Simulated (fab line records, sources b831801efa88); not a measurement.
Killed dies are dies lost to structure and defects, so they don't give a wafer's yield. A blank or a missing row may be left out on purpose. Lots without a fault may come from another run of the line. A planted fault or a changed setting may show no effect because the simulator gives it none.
Which tool did it? | flow sky130 | 24 lots, 72 wafers sampled, at 5 steps of a route of 708

WHAT THE GAUGES READ, wafer by wafer
SKY_METAL5_THK_MEAS_06: measures by xrf.
lot  | measured     | on            | METAL5_ALCU_THK (nm)
L074 | day 43 08:01 | film_metro-01 | 1205 1191 1179
L075 | day 43 10:04 | film_metro-04 | 1180 1197 1221
L076 | day 43 10:23 | film_metro-01 | 1189 1191 1194
L078 | day 44 06:42 | film_metro-04 | 1215 1213 1246
L077 | day 44 07:01 | film_metro-02 | 1218 1165 1216
L080 | day 44 14:44 | film_metro-04 | 1217 1207 1216
L079 | day 44 15:51 | film_metro-01 | 1200 1182 1182
L081 | day 44 22:19 | film_metro-04 | 1173 1215 1184
L082 | day 45 01:34 | film_metro-01 | 1202 1185 1186
L083 | day 45 09:20 | film_metro-02 | 1179 1180 1186
L084 | day 45 13:08 | film_metro-04 | 1189 1176 1195
L085 | day 45 19:19 | film_metro-01 | 1189 1194 1196
L087 | day 46 02:29 | film_metro-01 | 1165 1199 1176
L086 | day 46 05:16 | film_metro-04 | 1196 1187 1192
L088 | day 46 05:50 | film_metro-01 | 1178 1144 1176
L089 | day 46 10:43 | film_metro-02 | 1208 1186 1188
L090 | day 46 22:50 | film_metro-02 | 1172 1180 1178
L091 | day 47 17:32 | film_metro-01 | 1165 1163 1166
L092 | day 47 18:43 | film_metro-04 | 1194 1204 1216
L093 | day 47 21:38 | film_metro-01 | 1181 1180 1186
L094 | day 47 21:55 | film_metro-04 | 1198 1220 1226
L095 | day 48 09:14 | film_metro-04 | 1190 1183 1158
L096 | day 48 11:11 | film_metro-01 | 1155 1165 1143
L097 | day 48 11:46 | film_metro-02 | 1221 1217 1194

WHICH TOOL RAN EACH LOT (tool, then ch and the chambers of the sampled wafers, then the start)
lot  | SKY_METAL3_SPUTTER_02        | SKY_CAPM_METAL_ETCH_13            | SKY_CAP2M_SPUTTER_02         | SKY_METAL4_DESCUM_15
L074 | pvd_sputter-04, day 36 22:52 | rie_metal-01 ch 0,1, day 38 00:43 | pvd_sputter-04, day 40 06:37 | rie_metal-04 ch 0,1, day 42 06:11
L075 | pvd_sputter-03, day 36 23:51 | rie_metal-02 ch 0,1, day 38 01:37 | pvd_sputter-04, day 40 07:44 | rie_metal-03 ch 0,1, day 42 07:41
L076 | pvd_sputter-03, day 37 01:32 | rie_metal-01 ch 0,1, day 38 03:10 | pvd_sputter-01, day 40 08:23 | rie_metal-02 ch 0,1, day 42 07:56
L078 | pvd_sputter-01, day 37 23:22 | rie_metal-01 ch 0,1, day 39 00:01 | pvd_sputter-01, day 41 04:40 | rie_metal-02 ch 0,1, day 43 04:50
L077 | pvd_sputter-04, day 38 00:16 | rie_metal-02 ch 0, day 39 01:19   | pvd_sputter-04, day 41 06:02 | rie_metal-03 ch 1, day 43 05:25
L080 | pvd_sputter-01, day 38 08:07 | rie_metal-01 ch 0, day 39 09:11   | pvd_sputter-04, day 41 13:44 | rie_metal-04 ch 0,1, day 43 12:59
L079 | pvd_sputter-03, day 38 09:22 | rie_metal-04 ch 0,1, day 39 10:25 | pvd_sputter-01, day 41 14:51 | rie_metal-03 ch 0,1, day 43 14:25
L081 | pvd_sputter-01, day 38 16:21 | rie_metal-02 ch 0, day 39 16:28   | pvd_sputter-03, day 41 23:40 | rie_metal-03 ch 0,1, day 43 21:14
L082 | pvd_sputter-04, day 38 19:43 | rie_metal-01 ch 0, day 39 19:31   | pvd_sputter-03, day 42 02:25 | rie_metal-03 ch 0,1, day 44 01:11
L083 | pvd_sputter-04, day 39 06:25 | rie_metal-01 ch 0,1, day 40 06:56 | pvd_sputter-04, day 42 09:28 | rie_metal-04 ch 0, day 44 07:53
L084 | pvd_sputter-04, day 39 09:25 | rie_metal-04 ch 0,1, day 40 10:34 | pvd_sputter-04, day 42 13:08 | rie_metal-04 ch 0, day 44 11:46
L085 | pvd_sputter-01, day 39 18:32 | rie_metal-04 ch 0, day 40 18:59   | pvd_sputter-03, day 42 22:12 | rie_metal-04 ch 0, day 44 18:50
L087 | pvd_sputter-03, day 40 02:09 | rie_metal-01 ch 0,1, day 41 01:32 | pvd_sputter-04, day 43 04:59 | rie_metal-04 ch 0,1, day 45 02:11
L086 | pvd_sputter-03, day 40 04:01 | rie_metal-04 ch 0,1, day 41 03:53 | pvd_sputter-04, day 43 07:13 | rie_metal-04 ch 0,1, day 45 04:42
L088 | pvd_sputter-03, day 40 05:09 | rie_metal-02 ch 0,1, day 41 05:13 | pvd_sputter-04, day 43 07:49 | rie_metal-02 ch 0,1, day 45 05:02
L089 | pvd_sputter-03, day 40 10:52 | rie_metal-01 ch 0,1, day 41 11:14 | pvd_sputter-04, day 43 12:48 | rie_metal-04 ch 0,1, day 45 09:50
L090 | pvd_sputter-01, day 40 21:56 | rie_metal-02 ch 0,1, day 41 22:28 | pvd_sputter-04, day 43 23:45 | rie_metal-02 ch 0,1, day 45 19:37
L091 | pvd_sputter-01, day 41 18:52 | rie_metal-02 ch 0,1, day 42 18:16 | pvd_sputter-04, day 44 19:21 | rie_metal-03 ch 1, day 46 14:23
L092 | pvd_sputter-03, day 41 20:13 | rie_metal-02 ch 0,1, day 42 19:52 | pvd_sputter-01, day 44 21:00 | rie_metal-04 ch 0,1, day 46 15:31
L093 | pvd_sputter-01, day 42 03:07 | rie_metal-02 ch 0,1, day 43 02:34 | pvd_sputter-01, day 45 03:09 | rie_metal-03 ch 0,1, day 46 21:59
L094 | pvd_sputter-03, day 42 04:55 | rie_metal-04 ch 0, day 43 03:52   | pvd_sputter-01, day 45 04:08 | rie_metal-03 ch 0, day 46 22:20
L095 | pvd_sputter-04, day 42 18:10 | rie_metal-01 ch 0, day 43 16:49   | pvd_sputter-01, day 45 16:05 | rie_metal-04 ch 0,1, day 47 10:53
L096 | pvd_sputter-03, day 42 23:22 | rie_metal-01 ch 0, day 43 21:43   | pvd_sputter-01, day 45 22:08 | rie_metal-04 ch 1, day 47 14:08
L097 | pvd_sputter-04, day 42 23:58 | rie_metal-04 ch 0,1, day 43 22:20 | pvd_sputter-03, day 45 22:21 | rie_metal-03 ch 0,1, day 47 14:29
- SKY_METAL3_SPUTTER_02: material AlCu, target thk 735 nm, time 39.1 s.
- SKY_CAPM_METAL_ETCH_13: etches TiN in Cl2/BCl3, stops on SiO2, target depth 220 nm, time 62.9 s.
- SKY_CAP2M_SPUTTER_02: material TiN, target thk 200 nm, time 166.7 s.
- SKY_METAL4_DESCUM_15: chemistry O2, time 8 s.

WHAT THE TOOLS THEMSELVES READ (means of the sampled wafers that have a number; where no wafer has one, the mark that the record gives instead)
SKY_METAL3_SPUTTER_02.
lot  | tool           | throttle_valve_pct (%)
L074 | pvd_sputter-04 | 29.8
L075 | pvd_sputter-03 | 28.9
L076 | pvd_sputter-03 | 29.7
L078 | pvd_sputter-01 | 30.2
L077 | pvd_sputter-04 | 31.0
L080 | pvd_sputter-01 | 30.5
L079 | pvd_sputter-03 | 29.6
L081 | pvd_sputter-01 | 30.5
L082 | pvd_sputter-04 | 29.0
L083 | pvd_sputter-04 | 29.6
L084 | pvd_sputter-04 | 29.0
L085 | pvd_sputter-01 | 30.3
L087 | pvd_sputter-03 | 28.6
L086 | pvd_sputter-03 | 29.2
L088 | pvd_sputter-03 | 29.1
L089 | pvd_sputter-03 | 29.9
L090 | pvd_sputter-01 | 30.3
L091 | pvd_sputter-01 | 30.8
L092 | pvd_sputter-03 | 28.5
L093 | pvd_sputter-01 | 30.5
L094 | pvd_sputter-03 | 28.4
L095 | pvd_sputter-04 | 30.5
L096 | pvd_sputter-03 | 29.1
L097 | pvd_sputter-04 | 28.6

SKY_CAPM_METAL_ETCH_13.
lot  | tool         | bcl3_flow_sccm (sccm) | drypump_motor_current_A (A) | oes_product_au (a.u.) | throttle_valve_pct (%)
L074 | rie_metal-01 | 29.95                 | 5.8                         | 0.928                 | 21.909
L075 | rie_metal-02 | 30.05                 | 5.6                         | 0.929                 | 21.901
L076 | rie_metal-01 | 30.05                 | 5.8                         | 0.942                 | 21.905
L078 | rie_metal-01 | 30.07                 | 5.8                         | 0.936                 | 21.907
L077 | rie_metal-02 | 30.01                 | 6.2                         | 0.942                 | 21.891
L080 | rie_metal-01 | 29.94                 | 5.7                         | 0.938                 | 21.911
L079 | rie_metal-04 | 30.05                 | 5.6                         | 0.931                 | 21.900
L081 | rie_metal-02 | 30.04                 | 6.3                         | 0.933                 | 21.910
L082 | rie_metal-01 | 30.04                 | 5.7                         | 0.957                 | 21.892
L083 | rie_metal-01 | 30.02                 | 5.8                         | 0.927                 | 21.918
L084 | rie_metal-04 | 30.01                 | 5.6                         | 0.939                 | 21.908
L085 | rie_metal-04 | 30.03                 | 5.7                         | 0.934                 | 21.909
L087 | rie_metal-01 | 29.90                 | 5.8                         | 0.946                 | 21.897
L086 | rie_metal-04 | 29.99                 | 5.6                         | 0.938                 | 21.903
L088 | rie_metal-02 | 30.01                 | 6.0                         | 0.932                 | 21.908
L089 | rie_metal-01 | 30.03                 | 5.8                         | 0.928                 | 21.916
L090 | rie_metal-02 | 29.95                 | 6.0                         | 0.929                 | 21.908
L091 | rie_metal-02 | 30.03                 | 6.0                         | 0.942                 | 21.905
L092 | rie_metal-02 | 29.94                 | 5.6                         | 0.947                 | 21.890
L093 | rie_metal-02 | 30.00                 | 5.6                         | 0.932                 | 21.911
L094 | rie_metal-04 | 29.92                 | 5.7                         | 0.939                 | 21.910
L095 | rie_metal-01 | 30.12                 | 5.7                         | 0.946                 | 21.904
L096 | rie_metal-01 | 30.03                 | 5.7                         | 0.928                 | 21.910
L097 | rie_metal-04 | 29.97                 | 5.6                         | 0.944                 | 21.907

SKY_CAP2M_SPUTTER_02.
lot  | tool           | substrate_temp_c (C) | throttle_valve_pct (%)
L074 | pvd_sputter-04 | 300.10               | 29.9
L075 | pvd_sputter-04 | 299.97               | 30.6
L076 | pvd_sputter-01 | 300.22               | 30.6
L078 | pvd_sputter-01 | 300.11               | 30.5
L077 | pvd_sputter-04 | 300.04               | 30.2
L080 | pvd_sputter-04 | 299.84               | 30.8
L079 | pvd_sputter-01 | 300.04               | 30.6
L081 | pvd_sputter-03 | 300.12               | 29.6
L082 | pvd_sputter-03 | 299.95               | 29.6
L083 | pvd_sputter-04 | 300.08               | 30.0
L084 | pvd_sputter-04 | 299.85               | 30.5
L085 | pvd_sputter-03 | 299.91               | 29.2
L087 | pvd_sputter-04 | 299.94               | 28.8
L086 | pvd_sputter-04 | 299.96               | 29.5
L088 | pvd_sputter-04 | 299.85               | 29.3
L089 | pvd_sputter-04 | 299.83               | 29.7
L090 | pvd_sputter-04 | 299.93               | 29.9
L091 | pvd_sputter-04 | 300.14               | 29.4
L092 | pvd_sputter-01 | 299.75               | 30.6
L093 | pvd_sputter-01 | 299.92               | 30.7
L094 | pvd_sputter-01 | 299.98               | 30.4
L095 | pvd_sputter-01 | 299.81               | 30.7
L096 | pvd_sputter-01 | 300.08               | 30.4
L097 | pvd_sputter-03 | 299.98               | 29.3

SKY_METAL4_DESCUM_15.
lot  | tool         | drypump_motor_current_A (A) | oes_product_au (a.u.)
L074 | rie_metal-04 | 5.60                        | 0.996
L075 | rie_metal-03 | 5.76                        | 0.996
L076 | rie_metal-02 | 5.61                        | 0.999
L078 | rie_metal-02 | 5.60                        | 0.997
L077 | rie_metal-03 | 5.88                        | 1.008
L080 | rie_metal-04 | 5.63                        | 0.997
L079 | rie_metal-03 | 5.77                        | 0.994
L081 | rie_metal-03 | 5.81                        | 1.005
L082 | rie_metal-03 | 5.78                        | 1.000
L083 | rie_metal-04 | 5.71                        | 0.988
L084 | rie_metal-04 | 5.70                        | 0.982
L085 | rie_metal-04 | 5.70                        | 0.994
L087 | rie_metal-04 | 5.65                        | 0.994
L086 | rie_metal-04 | 5.60                        | 1.000
L088 | rie_metal-02 | 5.94                        | 0.996
L089 | rie_metal-04 | 5.61                        | 1.006
L090 | rie_metal-02 | 5.62                        | 0.987
L091 | rie_metal-03 | 5.87                        | 1.006
L092 | rie_metal-04 | 5.59                        | 0.995
L093 | rie_metal-03 | 5.77                        | 1.005
L094 | rie_metal-03 | 5.67                        | 1.002
L095 | rie_metal-04 | 5.59                        | 1.001
L096 | rie_metal-04 | 5.50                        | 1.011
L097 | rie_metal-03 | 5.81                        | 0.992

THE ANSWER, worked out from the rows above alone
Rule: what is usual is taken from the lots themselves. Put in order of their means at a reading, lots are off if they are a third of the lots or fewer, leave a main group of 4 or more, and stand apart from it by a gap of 3 or more times the standard deviation of the main group's means; of several such gaps the widest counts. A main group whose means are all the same, to the digits that the tables above print for the reading, isn't used. A lot without any number at a reading at which 4 lots or more have one is off too. The other lots that the step has rows for count as sound. The gauges are gone through in route order, then the tools' own readings, and for those a lot's mean is taken as printed above. The first step at which some lot is off is used, and at that step the reading that is off furthest; a lot without a number counts as furthest.
No lot is off at any reading shown: from this, nothing can be told.

WHAT THE SIMULATOR HAD PUT IN
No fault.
